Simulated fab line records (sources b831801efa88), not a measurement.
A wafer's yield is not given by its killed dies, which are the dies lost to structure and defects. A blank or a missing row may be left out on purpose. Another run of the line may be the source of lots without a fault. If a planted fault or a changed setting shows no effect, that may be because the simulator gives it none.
Comparing a struck lot with a sound one	flow gf180mcu	14 out of 602 route steps
Sound: the wafers L926.1, L926.3, L926.4. Wafers struck: L937.3, L937.4, L937.6. Last of all comes the cause.
Per side, at each step with rows, come the tool, then ch with its chambers, and then its first start. Under that, the readings that differ: sound wafers	struck wafers	difference of the means	sigmas: that difference in standard deviations of wafers without a fault.
alike: a reading whose means differ by less than 2 such deviations, as well as words and numbers matching on both sides. not compared: withheld readings; readings where some wafer has no value; bounds like >300 that might hide an equal value; numbers whose values overlap and for which the record gives no deviation.
The two part at a step that has a row with sigmas, a row that says differs or no value, or rows on one side only. Numbers that don't overlap but have no deviation are shown without sigmas and don't part them. Lack of a reading on every wafer of one side parts them only where that side has two or more wafers.

GF_M1_SPUTTER_00: material Ti, target thk 37.5 nm, time 150 s.
  sound on pvdSputter-03 at day 16 22:48; struck on pvdSputter-03 at day 21 00:57
  alike: throttleValvePct
GF_M1_SPUTTER_01: material TiN, target thk 30 nm, time 25 s.
  sound on pvdSputter-03 at day 16 22:54; struck on pvdSputter-03 at day 21 01:03
  alike: throttleValvePct
GF_M1_SPUTTER_02: material AlCu, target thk 450 nm, time 23.9 s.
  sound on pvdSputter-03 at day 16 22:56; struck on pvdSputter-03 at day 21 01:05
  alike: throttleValvePct
GF_M1_SPUTTER_03: material Ti, target thk 10 nm, time 6.7 s.
  sound on pvdSputter-03 at day 16 22:58; struck on pvdSputter-03 at day 21 01:07
  alike: throttleValvePct
GF_M1_SPUTTER_04: material TiN, target thk 50 nm, time 41.7 s.
  sound on pvdSputter-03 at day 16 22:59; struck on pvdSputter-03 at day 21 01:08
  alike: throttleValvePct
GF_M1_RS_MEAS_05: uses a four-point probe to measure.
  sound on filmMetro-04 at day 16 23:02; struck on filmMetro-01 at day 21 01:13
  alike: M1_ALCU_RS
GF_M1_THK_MEAS_06: measures by xrf.
  sound on filmMetro-04 at day 16 23:09; struck on filmMetro-01 at day 21 01:19
  alike: M1_ALCU_THK
then, 5 steps without rows for these wafers: GF_M1_DEHYDRATE_07 (time 60 s); GF_M1_HMDS_08 (prime time 60 s); GF_M1_COAT_09 (resist thk 1000 nm); GF_M1_SOFTBAKE_10 (time 60 s); GF_M1_EXPOSE_11 (exposes mask Metal1, target cd 230 nm).
GF_M1_PEB_12: peb time 90 s.
  struck on lithoTrack-02, day 22 00:51; sound on lithoTrack-02 ch 0, day 17 21:44
  no value came back on the struck wafers for chillPlateTempC (C), exhaustPa (Pa), plateTempC (C); on the sound wafers chillPlateTempC (C) reads 23.02 22.91 22.94
then, 1 step without rows for these wafers: GF_M1_DEVELOP_13 (develop time 60 s).

== WHERE THEY PART ==
Within this record, at GF_M1_PEB_12 only.

WHY: what had been put in by the simulator
Skipped step whole: lithoTrack-02, from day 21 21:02 on, at GF_M1_PEB_12. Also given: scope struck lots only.
